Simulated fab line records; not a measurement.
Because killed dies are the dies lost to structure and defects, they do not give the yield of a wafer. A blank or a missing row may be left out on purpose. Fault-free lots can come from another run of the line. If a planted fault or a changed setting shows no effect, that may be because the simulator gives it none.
Code-filled problem report in 8D (eight disciplines) form ; flow gf180mcu ; the parts of the form that need people (team, actions taken, sign-off) are left out

1. WHAT WENT WRONG
Wafers without a fault read 93.06 W, standard deviation 0.059; heater_power_total_W at GF_M3_SOFTBAKE_10 reads a mean of 93.84 W on 6 wafers belonging to 2 lots. Relative to the usual mean, that is a shift of +13 standard deviations.
The step: time 60 s.
Earliest sighting: wafer L770.3 on litho_track-02 at day 23 17:54. At this step, 39 wafers from 13 lots have a number in the record. The rule behind "out" and "out of limits": a value lying over 4 standard deviations away from the usual mean. All remaining wafers that have a number are taken as sound.

2. WHAT IT IS AND WHAT IT IS NOT
question;is;is not
which readings at this step;heater_power_total_W, run_length_s;resist_line_temp_C
which lots;L770, L775;L766, L767, L768, L769, L771, L773, L779, L781, L782, L783, L784
which wafers of those lots;all that have a number;-
read on which tools;litho_track-02;litho_track-01, litho_track-04
when;from day 23 17:54;"up to then (15 sound wafers); but 18 sound wafers of L773, L779, L781, L782, L783, L784 came after"

3. SUSPECTS, AND WHAT RULES EACH OUT
Counting: a tool at a process step up to the reading stays a suspect if it ran every lot that is out and no sound lot after the first of them.
- litho_track-02 at GF_M3_SOFTBAKE_10 (time 60 s): kept. All lots that are out passed through it, beginning with L770 at day 23 17:54, and no sound lot followed; its final sound lot before that point was L771 at day 23 14:09. Its own readings are out on those wafers: heater_power_total_W, run_length_s.
The count leaves litho_track-02 at GF_M3_SOFTBAKE_10.

4. THE CAUSE (what the simulator had put in)
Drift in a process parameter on litho_track-02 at GF_M3_SOFTBAKE_10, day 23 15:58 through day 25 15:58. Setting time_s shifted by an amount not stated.
The count eliminated every tool but this one.

5. THE EFFECT CHAIN, in route order
Rows list readings where the struck wafers' mean (over those with a number) sits beyond 3 standard deviations from the usual. Readings are gone through only where the record gives a usual standard deviation; hours: the median, over the lots, of the time from a lot's start at the first step in this table giving one to that lot's start at this step; sigmas: the change measured in usual standard deviations.
hours;step;reading;usual;on struck wafers;change;sigmas
0;GF_M3_SOFTBAKE_10;heater_power_total_W;93.06 W;93.84;+0.78;+13
0;GF_M3_SOFTBAKE_10;run_length_s;88.93 s;87.58;-1.35;-8.4
Here are the process steps it includes:
- GF_M3_SOFTBAKE_10: time 60 s.
Later steps that measure or inspect, where all struck wafers having a row at the step show a number for every such reading and not one has moved that far: GF_M3_CD_MEAS_14.

6. HOW IT WOULD HAVE BEEN CAUGHT EARLIER
In this record the first reading out of limits was taken at day 23 17:54, 2 hours after the fault began at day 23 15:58.
